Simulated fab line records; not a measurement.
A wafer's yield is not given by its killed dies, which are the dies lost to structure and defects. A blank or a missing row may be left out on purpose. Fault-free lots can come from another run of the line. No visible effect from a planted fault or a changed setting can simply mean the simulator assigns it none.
Which tool was responsible?	flow sky130	6 lots with 18 wafers sampled at 2 steps, on a route of 708 steps

WHAT EACH GAUGE READ, for each wafer
SKY_VIA4_THK_MEAS_20: measures by xrf.
lot	measured	on	VIA4_W_THK (nm)
L218	day 43 22:59	film_metro-01	519 514 519
L219	day 44 02:55	film_metro-03	514 509 512
L222	day 44 12:21	film_metro-01	511 516 515
L227	day 45 19:30	film_metro-03	508 505 505
L230	day 46 15:05	film_metro-02	533 537 533
L237	day 48 05:44	film_metro-03	503 499 500

WHAT TOOL EACH LOT RAN ON (gives the tool, then ch and the chambers of the sampled wafers, and finally the start)
lot	SKY_METAL3_ETCH_16
L218	rie_metal-03 ch 0,1, day 39 19:14
L219	rie_metal-04 ch 1, day 39 22:37
L222	rie_metal-03 ch 0,1, day 40 07:05
L227	rie_metal-03 ch 0,1, day 41 20:29
L230	rie_metal-03 ch 0,1, day 42 17:35
L237	rie_metal-03 ch 0, day 44 15:05
- SKY_METAL3_ETCH_16: etches BARC in N2/H2, stops on SiO2, time 88.2 s, target depth 60 nm.

THE ANSWER, worked out from the rows above alone
Rule: usual is defined by the lots themselves. The widest of any qualifying gaps counts: lots, ordered by their means at a reading, are off when they make up no more than a third of the lots, leave a main group of 4 or more, and stand apart from it by 3 or more times the standard deviation of that group's means. Not used: any main group whose means are identical at the precision the tables above print for the reading. A lot without any number at a reading at which 4 lots or more have one is off too. All remaining lots with rows at the step are treated as sound.
Nothing can be told from this: no lot is off at any reading shown.

WHAT HAD BEEN PUT IN BY THE SIMULATOR
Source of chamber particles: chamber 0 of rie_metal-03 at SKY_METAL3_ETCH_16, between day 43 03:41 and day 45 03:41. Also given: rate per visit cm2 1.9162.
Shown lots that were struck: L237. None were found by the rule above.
